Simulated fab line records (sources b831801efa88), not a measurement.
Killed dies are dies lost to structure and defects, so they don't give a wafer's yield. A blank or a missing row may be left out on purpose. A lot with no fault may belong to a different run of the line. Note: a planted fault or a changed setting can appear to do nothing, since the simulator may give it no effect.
fab line records -- flow sky130
record lots=12, wafers=36, lastDay=50
route steps=708 shown METAL4@600 CAP2M@615 VIA4@639 PAD_OPEN@708
lots with no fault: from the same line, run without faults
startH: the number of hours between the record's first day and the start of the first shown wafer of the lot -- waitH: time in hours since the lot's previous step -- " unchanged from the row above -- L1.1+2: a single row standing in for several wafers -- - no value, or no start was given -- * or withheld: withheld -- < > ~ a bound
route shown NAME@n: names a module that has steps shown in the file, with the first one's number in the route -- usual: mean/standard deviation of fault-free wafers -- same: alike in all rows -- chamber/n: place in a boat -- sites: each site's reading -- _std_site: standard deviation across them -- _edge_site: inner sites' mean taken away from outer sites' mean -- radiusMm: how far each site lies from the wafer's centre -- mask NAME#n: copy n -- behind: the last tool/chamber to shape the wafer -- hold: reason for holding the lot/hours on hold/outcome of the hold -- device: which transistor (n, p or np) failed to switch -- end of line: tests run on the same wafers once the route is complete -- a step with no rows: only its recipe -- killed: dies lost to structure and defects at the first sort, not the wafer's yield -- map: dies across one wafer; x = killed, . = not, _ = none there
set.NAME: setting as actually run; set.NAME@STEP: the setting as run at that earlier step -- model.NAME: the simulator's own value behind a step, which no gauge read
the route's steps for a sample of lots (tables are steps, rows are wafers)
services: the hour from which a tool's chamber was out of use, counted from the record's first day as startH (under 0 if before that day), plus the number of hours and why
## steps
# step SKY_METAL4_SPUTTER_02
# recipe material=AlCu, targetThkNm=735, powerW=10600, timeS=39.1, chamberPressurePa=0.4
# usual throttleValvePct=30.4/1.2
lot.wafer,tool,chamber,startH,waitH,throttleValvePct
L879.1,pvdSputter-03,-,937.74,0.0,28.9
L879.3,pvdSputter-03,-,937.74,0.0,31.8
L879.5,pvdSputter-03,-,937.74,0.0,29.1
L881.1,pvdSputter-03,-,939.79,0.0,30.7
L881.3,pvdSputter-03,-,939.79,0.0,29.2
L881.5,pvdSputter-03,-,939.79,0.0,31.5
L882.1,pvdSputter-03,-,954.88,0.0,29.1
L882.2,pvdSputter-03,-,954.88,0.0,31.4
L882.3,pvdSputter-03,-,954.88,0.0,29.3
L883.1,pvdSputter-01,-,962.39,0.0,29.3
L883.4,pvdSputter-01,-,962.39,0.0,32.7
L883.6,pvdSputter-01,-,962.39,0.0,29.2
L884.2,pvdSputter-03,-,982.13,0.0,29.3
L884.4,pvdSputter-03,-,982.13,0.0,29.3
L884.5,pvdSputter-03,-,982.13,0.0,31.6
L885.4,pvdSputter-04,-,982.70,0.0,29.6
L885.5,pvdSputter-04,-,982.70,0.0,29.4
L885.6,pvdSputter-04,-,982.70,0.0,30.9
L886.2,pvdSputter-04,-,983.86,0.0,30.5
L886.3,pvdSputter-04,-,983.86,0.0,29.1
L886.4,pvdSputter-04,-,983.86,0.0,31.0
L887.1,pvdSputter-04,-,992.85,0.0,30.6
L887.4,pvdSputter-04,-,992.85,0.0,31.3
L887.6,pvdSputter-04,-,992.85,0.0,30.6
L894.2,pvdSputter-01,-,1047.68,0.0,32.3
L894.3,pvdSputter-01,-,1047.68,0.0,32.8
L894.6,pvdSputter-01,-,1047.68,0.0,32.1
L896.1,pvdSputter-01,-,1052.99,0.0,32.4
L896.4,pvdSputter-01,-,1052.99,0.0,32.8
L896.5,pvdSputter-01,-,1052.99,0.0,32.9
L898.1,pvdSputter-04,-,1067.00,0.0,29.3
L898.5,pvdSputter-04,-,1067.00,0.0,29.5
L898.6,pvdSputter-04,-,1067.00,0.0,30.9
L900.3,pvdSputter-01,-,1085.83,0.0,29.4
L900.4,pvdSputter-01,-,1085.83,0.0,32.7
L900.5,pvdSputter-01,-,1085.83,0.0,32.5
# step SKY_METAL4_SPUTTER_04
# recipe material=TiN, targetThkNm=70, powerW=6500, timeS=58.3, chamberPressurePa=0.4
# usual throttleValvePct=30.4/1.2
lot.wafer,tool,chamber,startH,waitH,throttleValvePct
L879.1,pvdSputter-03,-,937.80,0.0,29.2
L879.3,pvdSputter-03,-,937.80,0.0,31.5
L879.5,pvdSputter-03,-,937.80,0.0,29.5
L881.1,pvdSputter-03,-,939.85,0.0,30.8
L881.3,pvdSputter-03,-,939.85,0.0,29.4
L881.5,pvdSputter-03,-,939.85,0.0,31.5
L882.1,pvdSputter-03,-,954.94,0.0,29.2
L882.2,pvdSputter-03,-,954.94,0.0,31.9
L882.3,pvdSputter-03,-,954.94,0.0,29.5
L883.1,pvdSputter-01,-,962.45,0.0,29.2
L883.4,pvdSputter-01,-,962.45,0.0,32.7
L883.6,pvdSputter-01,-,962.45,0.0,29.4
L884.2,pvdSputter-03,-,982.19,0.0,29.4
L884.4,pvdSputter-03,-,982.19,0.0,29.5
L884.5,pvdSputter-03,-,982.19,0.0,31.7
L885.4,pvdSputter-04,-,982.76,0.0,29.4
L885.5,pvdSputter-04,-,982.76,0.0,29.3
L885.6,pvdSputter-04,-,982.76,0.0,31.1
L886.2,pvdSputter-04,-,983.91,0.0,30.7
L886.3,pvdSputter-04,-,983.91,0.0,28.9
L886.4,pvdSputter-04,-,983.91,0.0,30.9
L887.1,pvdSputter-04,-,992.91,0.0,30.5
L887.4,pvdSputter-04,-,992.91,0.0,31.1
L887.6,pvdSputter-04,-,992.91,0.0,30.4
L894.2,pvdSputter-01,-,1047.74,0.0,32.2
L894.3,pvdSputter-01,-,1047.74,0.0,33.1
L894.6,pvdSputter-01,-,1047.74,0.0,32.1
L896.1,pvdSputter-01,-,1053.05,0.0,32.5
L896.4,pvdSputter-01,-,1053.05,0.0,32.5
L896.5,pvdSputter-01,-,1053.05,0.0,32.7
L898.1,pvdSputter-04,-,1067.06,0.0,28.7
L898.5,pvdSputter-04,-,1067.06,0.0,29.2
L898.6,pvdSputter-04,-,1067.06,0.0,30.6
L900.3,pvdSputter-01,-,1085.89,0.0,29.5
L900.4,pvdSputter-01,-,1085.89,0.0,32.9
L900.5,pvdSputter-01,-,1085.89,0.0,32.3
# step SKY_CAP2M_OVL_MEAS_12
# usual CAP2M_OVL=-0.6/1.2
lot.wafer,tool,chamber,startH,waitH,CAP2M_OVL[nm]
L879.1,overlay-01,-,961.87,0.1,-0.9
L879.3,overlay-01,-,961.87,0.1,-0.2
L879.5,overlay-01,-,961.87,0.1,0.5
L881.1,overlay-02,-,964.27,0.1,-2.8
L881.3,overlay-02,-,964.27,0.1,-2.9
L881.5,overlay-02,-,964.27,0.1,-3.8
L882.1,overlay-02,-,978.46,0.1,-0.8
L882.2,overlay-02,-,978.46,0.1,-1.9
L882.3,overlay-02,-,978.46,0.1,1.0
L883.1,overlay-01,-,986.27,0.1,-1.0
L883.4,overlay-01,-,986.27,0.1,-1.6
L883.6,overlay-01,-,986.27,0.1,-0.2
L884.2,overlay-01,-,1005.82,0.1,-0.1
L884.4,overlay-01,-,1005.82,0.1,-0.8
L884.5,overlay-01,-,1005.82,0.1,-0.9
L885.4,overlay-02,-,1006.43,0.1,-0.5
L885.5,overlay-02,-,1006.43,0.1,0.3
L885.6,overlay-02,-,1006.43,0.1,-0.3
L886.2,overlay-01,-,1007.43,0.1,0.1
L886.3,overlay-01,-,1007.43,0.1,0.8
L886.4,overlay-01,-,1007.43,0.1,0.2
L887.1,overlay-01,-,1016.82,0.1,0.9
L887.4,overlay-01,-,1016.82,0.1,-0.5
L887.6,overlay-01,-,1016.82,0.1,0.0
L894.2,overlay-01,-,1069.12,0.1,-1.8
L894.3,overlay-01,-,1069.12,0.1,-1.4
L894.6,overlay-01,-,1069.12,0.1,-0.4
L896.1,overlay-02,-,1073.93,0.1,-0.3
L896.4,overlay-02,-,1073.93,0.1,-0.7
L896.5,overlay-02,-,1073.93,0.1,0.6
L898.1,overlay-01,-,1088.02,0.1,-0.8
L898.5,overlay-01,-,1088.02,0.1,-1.5
L898.6,overlay-01,-,1088.02,0.1,-0.2
L900.3,overlay-02,-,1105.68,0.1,0.1
L900.4,overlay-02,-,1105.68,0.1,0.2
L900.5,overlay-02,-,1105.68,0.1,-1.8
# step SKY_VIA4_HDPCVD_00
# recipe material=SiO2, targetThkNm=1750, sigmaOpenFrac=0.3, timeS=291.7, tempC=400, sih4FlowSccm=60, pressureMtorr=6
# usual susceptorTempC=399.97/0.23
lot.wafer,tool,chamber,startH,waitH,susceptorTempC
L879.1,hdpcvd-02,1,987.70,0.0,400.12
L879.3,hdpcvd-02,2,987.70,0.0,399.67
L879.5,hdpcvd-02,0,987.70,0.0,400.01
L881.1,hdpcvd-02,0,989.55,0.0,399.80
L881.3,hdpcvd-02,2,989.55,0.0,399.64
L881.5,hdpcvd-02,1,989.55,0.0,399.57
L882.1,hdpcvd-02,2,1004.23,0.0,400.08
L882.2,hdpcvd-02,1,1004.23,0.0,399.89
L882.3,hdpcvd-02,0,1004.23,0.0,400.00
L883.1,hdpcvd-02,1,1012.23,0.0,399.76
L883.4,hdpcvd-02,1,1012.23,0.0,400.04
L883.6,hdpcvd-02,0,1012.23,0.0,400.13
L884.2,hdpcvd-02,1,1030.35,0.0,400.01
L884.4,hdpcvd-02,0,1030.35,0.0,400.32
L884.5,hdpcvd-02,2,1030.35,0.0,400.06
L885.4,hdpcvd-01,1,1031.02,0.1,399.81
L885.5,hdpcvd-01,0,1031.02,0.1,400.14
L885.6,hdpcvd-01,2,1031.02,0.1,399.75
L886.2,hdpcvd-02,2,1031.80,0.0,400.05
L886.3,hdpcvd-02,1,1031.80,0.0,399.66
L886.4,hdpcvd-02,2,1031.80,0.0,400.25
L887.1,hdpcvd-02,0,1041.25,0.0,400.09
L887.4,hdpcvd-02,2,1041.25,0.0,400.00
L887.6,hdpcvd-02,1,1041.25,0.0,399.64
L894.2,hdpcvd-01,0,1091.86,0.0,399.82
L894.3,hdpcvd-01,2,1091.86,0.0,399.95
L894.6,hdpcvd-01,2,1091.86,0.0,399.92
L896.1,hdpcvd-01,1,1095.74,0.0,399.74
L896.4,hdpcvd-01,1,1095.74,0.0,399.80
L896.5,hdpcvd-01,2,1095.74,0.0,400.44
L898.1,hdpcvd-02,1,1109.33,0.0,399.84
L898.5,hdpcvd-02,0,1109.33,0.0,400.14
L898.6,hdpcvd-02,1,1109.33,0.0,400.06
L900.3,hdpcvd-02,2,1127.44,0.0,399.73
L900.4,hdpcvd-02,1,1127.44,0.0,400.10
L900.5,hdpcvd-02,2,1127.44,0.0,399.89
# step SKY_VIA4_THK_MEAS_01
# recipe reads=SiO2_of_VIA4_HDPCVD_00
# usual VIA4_HDPCVD_THK=1756/16
lot.wafer,tool,chamber,startH,waitH,VIA4_HDPCVD_THK[nm]
L879.1,filmMetro-04,-,987.88,0.1,1751
L879.3,filmMetro-04,-,987.88,0.1,1751
L879.5,filmMetro-04,-,987.88,0.1,1763
L881.1,filmMetro-03,-,989.72,0.1,1755
L881.3,filmMetro-03,-,989.72,0.1,1735
L881.5,filmMetro-03,-,989.72,0.1,1758
L882.1,filmMetro-04,-,1004.41,0.1,1749
L882.2,filmMetro-04,-,1004.41,0.1,1768
L882.3,filmMetro-04,-,1004.41,0.1,1761
L883.1,filmMetro-04,-,1012.41,0.1,1764
L883.4,filmMetro-04,-,1012.41,0.1,1774
L883.6,filmMetro-04,-,1012.41,0.1,1770
L884.2,filmMetro-01,-,1030.53,0.1,1758
L884.4,filmMetro-01,-,1030.53,0.1,1756
L884.5,filmMetro-01,-,1030.53,0.1,1757
L885.4,filmMetro-01,-,1031.14,0.0,1758
L885.5,filmMetro-01,-,1031.14,0.0,1774
L885.6,filmMetro-01,-,1031.14,0.0,1761
L886.2,filmMetro-01,-,1031.98,0.1,3250
L886.3,filmMetro-01,-,1031.98,0.1,3248
L886.4,filmMetro-01,-,1031.98,0.1,3228
L887.1,filmMetro-04,-,1041.42,0.1,3244
L887.4,filmMetro-04,-,1041.42,0.1,3242
L887.6,filmMetro-04,-,1041.42,0.1,3240
L894.2,filmMetro-03,-,1092.05,0.1,1761
L894.3,filmMetro-03,-,1092.05,0.1,1764
L894.6,filmMetro-03,-,1092.05,0.1,1772
L896.1,filmMetro-04,-,1095.92,0.1,1739
L896.4,filmMetro-04,-,1095.92,0.1,1735
L896.5,filmMetro-04,-,1095.92,0.1,1741
L898.1,filmMetro-04,-,1109.51,0.1,1735
L898.5,filmMetro-04,-,1109.51,0.1,1753
L898.6,filmMetro-04,-,1109.51,0.1,1732
L900.3,filmMetro-04,-,1127.64,0.1,1733
L900.4,filmMetro-04,-,1127.64,0.1,1739
L900.5,filmMetro-04,-,1127.64,0.1,1748
# step SKY_PAD_OPEN_PROBE_99
# usual defectLimitedYield=82.6/2, killed_at_M0_to_M3=43/7.1, killed_at_M4_up=3.0/1.9, killedAtContacts=24/5, killedAtFrontEnd=15/4.3, killedAtOther=0.3/0.5, killedDies=85/9.6, killedOpen=46/7.1, killedShort=39/6.8, sort_bin_3_pad_short=0.9/0.42, sort_bin_5_function=10.2/1.4, sort_bin_6_memory=6.3/1.2, sortNPass=407/9.6, sortYieldPct=82.6/2
# same grossDies=492, killedAtBackSide=0, sort_bin_4_leakage[%]=0, sort_bin_8_speed[%]=0
lot.wafer,tool,chamber,startH,waitH,defectLimitedYield[%],killed_at_M0_to_M3,killed_at_M4_up,killedAtContacts,killedAtFrontEnd,killedAtOther,killedDies,killedOpen,killedShort,sort_bin_3_pad_short[%],sort_bin_5_function[%],sort_bin_6_memory[%],sortNPass,sortYieldPct[%]
L884.2,prober-01,-,1119.37,0.1,79.7,44,3,28,25,0,100,63,37,0.6,12.2,7.5,392,79.7
L884.4,prober-01,-,1119.47,0.2,82.3,45,5,26,11,0,87,38,49,0.6,10.8,6.3,405,82.3
L884.5,prober-01,-,1119.52,0.2,80.5,51,2,21,22,0,96,50,46,1.0,12.2,6.3,396,80.5
L885.4,prober-02,-,1119.60,0.2,79.5,53,2,32,14,0,101,55,46,1.2,12.2,7.1,391,79.5
L885.5,prober-02,-,1119.65,0.2,78.9,56,3,27,17,1,104,55,49,1.2,11.2,8.7,388,78.9
L885.6,prober-02,-,1119.70,0.2,81.3,41,4,23,23,1,92,55,37,0.8,11.0,6.9,400,81.3
L886.2,prober-01,-,1120.87,0.1,79.1,54,4,22,22,1,103,51,52,0.8,12.4,7.7,389,79.1
L886.3,prober-01,-,1120.92,0.2,80.9,51,1,23,19,0,94,61,33,0.8,12.4,5.9,398,80.9
L886.4,prober-01,-,1120.97,0.2,79.5,55,1,22,22,1,101,55,46,1.6,13.4,5.5,391,79.5
L887.1,prober-02,-,1129.32,0.1,81.5,47,3,23,18,0,91,52,39,0.6,9.8,8.1,401,81.5
L887.4,prober-02,-,1129.47,0.2,83.3,48,4,20,10,0,82,45,37,1.0,9.6,6.1,410,83.3
L887.6,prober-02,-,1129.57,0.2,84.6,40,2,24,9,1,76,48,28,1.0,8.5,5.9,416,84.6
L896.1,prober-02,-,1173.85,0.1,81.9,40,3,32,14,0,89,50,39,0.6,12.0,5.5,403,81.9
L896.4,prober-02,-,1174.00,0.2,80.9,51,3,26,14,0,94,45,49,1.2,12.4,5.5,398,80.9
L896.5,prober-02,-,1174.05,0.2,82.7,50,3,18,14,0,85,41,44,1.6,9.1,6.5,407,82.7
# killed by level:class
L884.2 CONTACT:geometricParticle:open=13 VIA2:geometricParticle:open=9 VIA1:geometricParticle:open=9 POLY_GATE:geometricParticle:open=8 FIELD_ISO:geometricParticle:open=6 LI_CONTACT:geometricParticle:open=6 METAL2:geometricParticle:short=6 POLY_GATE:geometricParticle:short=5
L884.4 CONTACT:geometricParticle:open=9 METAL1:geometricParticle:short=8 VIA3:geometricParticle:open=8 VIA1:geometricParticle:open=7 LOCAL_INTERCONNECT:geometricParticle:short=6 VIA2:geometricParticle:open=5 FIELD_ISO:geometricParticle:short=4 POLY_GATE:geometricParticle:short=4
L884.5 LI_CONTACT:geometricParticle:open=10 VIA1:geometricParticle:open=9 VIA2:geometricParticle:open=9 METAL1:geometricParticle:short=8 FIELD_ISO:geometricParticle:open=6 METAL2:geometricParticle:short=6 LOCAL_INTERCONNECT:geometricParticle:short=6 FIELD_ISO:geometricParticle:short=5
L885.4 CONTACT:geometricParticle:open=12 VIA1:geometricParticle:open=10 VIA3:geometricParticle:open=10 METAL2:geometricParticle:short=8 LI_CONTACT:geometricParticle:open=7 VIA1:geometricParticle:short=7 LOCAL_INTERCONNECT:geometricParticle:short=6 METAL1:geometricParticle:short=6
L885.5 VIA1:geometricParticle:open=14 VIA3:geometricParticle:open=10 METAL2:geometricParticle:short=9 CONTACT:geometricParticle:short=7 CONTACT:geometricParticle:open=7 VIA1:geometricParticle:short=6 LOCAL_INTERCONNECT:geometricParticle:short=5 FIELD_ISO:geometricParticle:short=4
L885.6 CONTACT:geometricParticle:open=8 VIA1:geometricParticle:open=8 LI_CONTACT:geometricParticle:open=7 LOCAL_INTERCONNECT:geometricParticle:short=7 VIA2:geometricParticle:open=6 VIA3:geometricParticle:open=6 FIELD_ISO:geometricParticle:open=5 FIELD_ISO:geometricParticle:short=5
L886.2 VIA1:geometricParticle:open=12 LI_CONTACT:geometricParticle:open=10 FIELD_ISO:geometricParticle:short=8 METAL2:geometricParticle:short=8 METAL1:geometricParticle:short=7 VIA2:geometricParticle:open=7 FIELD_ISO:geometricParticle:open=5 CONTACT:geometricParticle:open=5
L886.3 VIA1:geometricParticle:open=19 CONTACT:geometricParticle:open=10 LI_CONTACT:geometricParticle:open=9 VIA1:geometricParticle:short=8 METAL2:geometricParticle:short=7 FIELD_ISO:geometricParticle:open=6 METAL2:geometricParticle:open=4 VIA3:geometricParticle:open=4
L886.4 VIA1:geometricParticle:open=13 METAL1:geometricParticle:short=10 POLY_GATE:geometricParticle:open=7 METAL2:geometricParticle:short=7 LI_CONTACT:geometricParticle:open=6 VIA2:geometricParticle:open=6 VIA3:geometricParticle:open=6 FIELD_ISO:geometricParticle:open=5
L887.1 CONTACT:geometricParticle:open=10 VIA1:geometricParticle:open=10 VIA3:geometricParticle:open=9 METAL2:geometricParticle:short=7 VIA2:geometricParticle:open=6 POLY_GATE:geometricParticle:open=5 LOCAL_INTERCONNECT:geometricParticle:short=5 VIA1:geometricParticle:short=4
L887.4 VIA3:geometricParticle:open=10 METAL1:geometricParticle:short=9 VIA2:geometricParticle:open=9 VIA1:geometricParticle:open=8 CONTACT:geometricParticle:open=7 POLY_GATE:geometricParticle:short=5 LI_CONTACT:geometricParticle:open=5 METAL2:geometricParticle:short=4
L887.6 LI_CONTACT:geometricParticle:open=9 VIA1:geometricParticle:open=8 METAL2:geometricParticle:short=7 CONTACT:geometricParticle:open=7 METAL2:geometricParticle:open=4 FIELD_ISO:geometricParticle:open=3 VIA3:geometricParticle:open=3 POLY_GATE:geometricParticle:open=3
L896.1 VIA1:geometricParticle:open=14 CONTACT:geometricParticle:open=11 VIA2:geometricParticle:open=9 LOCAL_INTERCONNECT:geometricParticle:short=8 LI_CONTACT:geometricParticle:open=6 LI_CONTACT:geometricParticle:short=6 POLY_GATE:geometricParticle:open=5 METAL2:geometricParticle:short=5
L896.4 VIA1:geometricParticle:open=11 VIA1:geometricParticle:short=9 LOCAL_INTERCONNECT:geometricParticle:short=8 LI_CONTACT:geometricParticle:open=7 VIA2:geometricParticle:open=7 CONTACT:geometricParticle:open=6 VIA2:geometricParticle:short=6 POLY_GATE:geometricParticle:short=5
L896.5 METAL1:geometricParticle:short=7 VIA1:geometricParticle:short=7 VIA3:geometricParticle:open=7 FIELD_ISO:geometricParticle:short=6 VIA1:geometricParticle:open=6 METAL2:geometricParticle:short=6 VIA2:geometricParticle:open=5 LI_CONTACT:geometricParticle:open=5
## services
tool,chamber,startH,hours,kind
pvdSputter-01,-,918.32,6.4,repair
pvdSputter-04,-,920.92,6.0,repair
hdpcvd-01,1,941.37,6.9,repair
hdpcvd-01,-,950.25,15.0,pm
hdpcvd-01,0,950.25,15.0,ventCycle
hdpcvd-01,1,950.25,15.0,ventCycle
pvdSputter-03,1,952.77,-,consumableReplace:kit
pvdSputter-03,1,952.77,18.0,scheduledDown
pvdSputter-03,1,952.77,18.0,ventCycle
pvdSputter-01,3,974.72,-,consumableReplace:kit
pvdSputter-01,3,974.72,18.0,scheduledDown
pvdSputter-01,3,974.72,18.0,ventCycle
pvdSputter-01,-,1005.31,12.8,repair
hdpcvd-01,0,1063.10,7.0,repair
hdpcvd-01,1,1065.82,2.4,repair
pvdSputter-04,-,1083.81,2.2,repair
pvdSputter-04,2,1106.77,-,consumableReplace:kit
pvdSputter-04,2,1106.77,18.0,scheduledDown
pvdSputter-04,2,1106.77,18.0,ventCycle
pvdSputter-03,-,1109.78,2.4,repair
pvdSputter-01,2,1111.39,-,consumableReplace:kit
pvdSputter-01,2,1111.39,18.0,scheduledDown
pvdSputter-01,2,1111.39,18.0,ventCycle
pvdSputter-03,-,1124.72,3.8,repair
## key
firstSign step=SKY_VIA4_THK_MEAS_01, reading=VIA4_HDPCVD_THK, direction=up, sigmas=91, usual=1756, struck=3242
effect none on later readings
metAt SKY_VIA4_HDPCVD_00
struckLots L886,L887
notActingAt SKY_METAL4_SPUTTER_02,SKY_METAL4_SPUTTER_04,SKY_CAP2M_OVL_MEAS_12
onsetBetween 1030.35 1031.80
fault kind=processParameterDrift, tool=hdpcvd-02, chamber=-, onsetH=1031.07, steps=SKY_VIA4_HDPCVD_00, channel=targetThkNm, offset=1486.5, shape=step, endH=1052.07, actsIn=theseRecipesOnly, stated=1750
